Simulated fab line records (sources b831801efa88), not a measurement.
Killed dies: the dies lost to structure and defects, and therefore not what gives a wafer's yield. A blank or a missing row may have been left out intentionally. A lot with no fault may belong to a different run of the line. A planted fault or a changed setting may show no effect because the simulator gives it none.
The tool behind it: which one? | flow sky130 | Sampling: 13 lots, 39 wafers, 5 of 708 route steps

WHAT THE GAUGES READ, wafer by wafer
SKY_VT_ADJUST_PCH_OVL_MEAS_07. Usual: for VT_ADJUST_PCH_OVL the level is -0.3 nm and the standard deviation is 1.3.
lot  | measured     | on         | VT_ADJUST_PCH_OVL (nm) | flag
L671 | day 10 12:30 | overlay-02 | 2.3 1.7 2.3            |
L672 | day 10 16:48 | overlay-02 | 0.1 0.2 -2.5           |
L673 | day 11 00:48 | overlay-01 | -2.2 -0.8 -0.6         |
L676 | day 12 00:40 | overlay-02 | -0.1 0.9 -0.5          |
L678 | day 12 16:31 | overlay-02 | 0.9 0.7 0.6            |
L679 | day 12 20:37 | overlay-02 | -0.8 0.0 -2.2          |
L680 | day 13 05:25 | overlay-02 | 3.5 2.4 2.4            |
L681 | day 13 11:43 | overlay-02 | -0.4 -0.2 -0.4         |
L685 | day 14 23:52 | overlay-01 | -1.8 -1.8 -0.2         |
L686 | day 15 05:24 | overlay-01 | 0.4 -0.2 -0.5          |
L687 | day 15 12:35 | overlay-01 | 0.1 -1.3 -0.9          |
L688 | day 15 20:39 | overlay-01 | 0.9 0.4 -1.3           |
L690 | day 16 14:42 | overlay-02 | -1.5 -1.3 -1.5         |

SKY_SONOS_TUNNEL_CD_MEAS_07 targets a cd of 410 nm. Usual: 410.5 nm for cd_nm, sd 2.5.
lot  | measured     | on        | cd_nm (nm)        | flag
L671 | day 11 11:08 | cd_sem-02 | 409.6 408.7 409.5 |
L672 | day 11 16:32 | cd_sem-01 | 409.5 408.1 407.7 |
L673 | day 12 00:27 | cd_sem-01 | 409.9 409.3 410.2 |
L676 | day 13 01:51 | cd_sem-02 | 414.2 413.9 414.3 |
L678 | day 13 17:49 | cd_sem-01 | 409.9 407.5 410.0 |
L679 | day 13 22:07 | cd_sem-01 | 406.9 408.9 407.0 |
L680 | day 14 06:41 | cd_sem-01 | 413.0 412.2 413.5 |
L681 | day 14 13:34 | cd_sem-01 | 411.1 409.8 411.8 |
L685 | day 16 02:25 | cd_sem-02 | 409.5 408.9 408.7 |
L686 | day 16 08:22 | cd_sem-02 | 413.8 413.6 414.1 |
L687 | day 16 17:08 | cd_sem-01 | 408.0 405.3 404.6 |
L688 | day 17 01:02 | cd_sem-01 | 413.6 412.9 412.8 |
L690 | day 17 19:27 | cd_sem-01 | 412.5 410.6 410.5 |

SKY_LDD_LDN_OVL_MEAS_07. Usual: for LDD_LDN_OVL the level is 0.3 nm and the standard deviation is 1.4.
lot  | measured     | on         | LDD_LDN_OVL (nm)  | flag
L671 | day 22 23:07 | overlay-02 | 0.1 0.6 1.2       |
L672 | day 23 00:37 | overlay-01 | 0.1 -0.8 -2.1     |
L673 | day 23 18:32 | overlay-02 | -0.1 1.1 2.0      |
L676 | day 25 01:57 | overlay-01 | -53.9 -53.4 -54.6 | OFF
L678 | day 26 03:51 | overlay-01 | -54.3 -55.8 -54.3 | OFF
L679 | day 26 04:49 | overlay-01 | -53.7 -52.7 -54.8 | OFF
L680 | day 26 08:41 | overlay-01 | -53.5 -53.2 -52.5 | OFF
L681 | day 26 16:02 | overlay-01 | 3.7 3.1 1.0       |
L685 | day 27 22:27 | overlay-01 | 1.6 -0.2 -1.3     |
L686 | day 28 06:56 | overlay-01 | 1.6 -0.3 0.0      |
L687 | day 28 13:49 | overlay-01 | -1.0 -0.8 1.0     |
L688 | day 28 23:31 | overlay-01 | 0.9 0.2 0.2       |
L690 | day 29 17:29 | overlay-01 | 0.7 1.5 0.4       |

WHAT TOOL EACH LOT RAN ON (gives the tool, then ch and the chambers of the sampled wafers, and finally the start)
lot  | SKY_FIELD_ISO_ETCH_17           | SKY_LDD_LDN_EXPOSE_04
L671 | rie_si-01 ch 0,1,2, day 2 06:16 | iline_stepper-01 ch 0, day 22 08:14
L672 | rie_si-02 ch 2,3, day 2 10:46   | iline_stepper-02 ch 0, day 22 10:12
L673 | rie_si-02 ch 1,2, day 2 15:17   | iline_stepper-01 ch 0, day 23 03:57
L676 | rie_si-02 ch 0,3, day 3 08:32   | iline_stepper-02 ch 0, day 24 10:40
L678 | rie_si-02 ch 2,3, day 3 20:04   | iline_stepper-02 ch 0, day 25 13:27
L679 | rie_si-01 ch 0,2,3, day 3 21:47 | iline_stepper-02 ch 0, day 25 14:31
L680 | rie_si-02 ch 0,1,2, day 4 03:50 | iline_stepper-02 ch 0, day 25 18:49
L681 | rie_si-02 ch 1,3, day 4 08:49   | iline_stepper-01 ch 0, day 26 01:40
L685 | rie_si-02 ch 0,1,3, day 5 05:40 | iline_stepper-01 ch 0, day 27 08:25
L686 | rie_si-02 ch 0,1,3, day 5 10:23 | iline_stepper-01 ch 0, day 27 16:56
L687 | rie_si-02 ch 0,1, day 5 18:32   | iline_stepper-01 ch 0, day 27 23:41
L688 | rie_si-01 ch 0,3, day 5 23:56   | iline_stepper-01 ch 0, day 28 09:23
L690 | rie_si-02 ch 0,3, day 6 10:14   | iline_stepper-01 ch 0, day 29 03:20
- SKY_FIELD_ISO_ETCH_17: etches Si in HBr/Cl2/O2, target depth 342 nm, time 97.7 s.
- SKY_LDD_LDN_EXPOSE_04: exposes mask LDNTM, target cd 700 nm.

WHAT THE TOOLS THEMSELVES READ (means of the sampled wafers that have a number; where no wafer has one, the mark that the record gives instead)
SKY_FIELD_ISO_ETCH_17. Usual: bias_w 150.0 W, standard deviation 0.45; drypump_motor_current_A 5.8 A, standard deviation 0.58; oes_product_au 0.988 a.u., standard deviation 0.013; throttle_valve_pct 25.665 %, standard deviation 0.012.
lot  | tool      | bias_w (W) | drypump_motor_current_A (A) | oes_product_au (a.u.) | throttle_valve_pct (%) | flag
L671 | rie_si-01 | 150.4      | 5.8                         | 0.975                 | 25.671                 |
L672 | rie_si-02 | 150.0      | 6.3                         | 1.002                 | 25.652                 |
L673 | rie_si-02 | 149.7      | 5.7                         | 1.008                 | 25.650                 |
L676 | rie_si-02 | 150.3      | 5.8                         | 0.978                 | 25.658                 |
L678 | rie_si-02 | 149.5      | 6.5                         | 0.988                 | 25.662                 |
L679 | rie_si-01 | 150.0      | 5.6                         | 0.984                 | 25.663                 |
L680 | rie_si-02 | 150.1      | 5.5                         | 0.995                 | 25.658                 |
L681 | rie_si-02 | 150.2      | 5.6                         | 0.985                 | 25.669                 |
L685 | rie_si-02 | 149.9      | 5.7                         | 0.999                 | 25.665                 |
L686 | rie_si-02 | 149.7      | 5.7                         | 0.985                 | 25.677                 |
L687 | rie_si-02 | 149.9      | 5.2                         | 0.985                 | 25.683                 |
L688 | rie_si-01 | 149.9      | 5.4                         | 0.976                 | 25.673                 |
L690 | rie_si-02 | 149.8      | 5.8                         | 0.985                 | 25.670                 |

THE ANSWER, worked out from the rows above alone
Rule: lot off if the mean of its wafers having a number is beyond 3 standard deviations from the usual mean. Also off: a lot with no number at a reading for which 4 or more lots have one. Where the step has rows for the other lots, those lots are counted as sound. First the gauges in route order, then the tools' own readings, where a lot's mean is used as printed above. The first step at which some lot is off is used, and at that step the reading that is off furthest; a lot without a number counts as furthest.
Off: at SKY_LDD_LDN_OVL_MEAS_07 (LDD_LDN_OVL), L676, L678, L679, L680.
If a tool, at a process step before that reading, ran all the lots that are off and no sound lot after the first of them, it fits. Gauges at SKY_LDD_LDN_OVL_MEAS_07: tried the same way as those tools. One fits: SKY_LDD_LDN_EXPOSE_04 on iline_stepper-02. A fault onset in the window from L672 (day 22 10:12, its last sound lot) to L676 (day 24 10:40, its first lot off) fits.

WHAT THE SIMULATOR PUT IN
Scanner matching overlay: iline_stepper-02, from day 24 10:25 on, at SKY_LDD_LDN_EXPOSE_04. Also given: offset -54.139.
Struck lots among those shown: L676, L678, L679, L680. The same result came from the rule above.
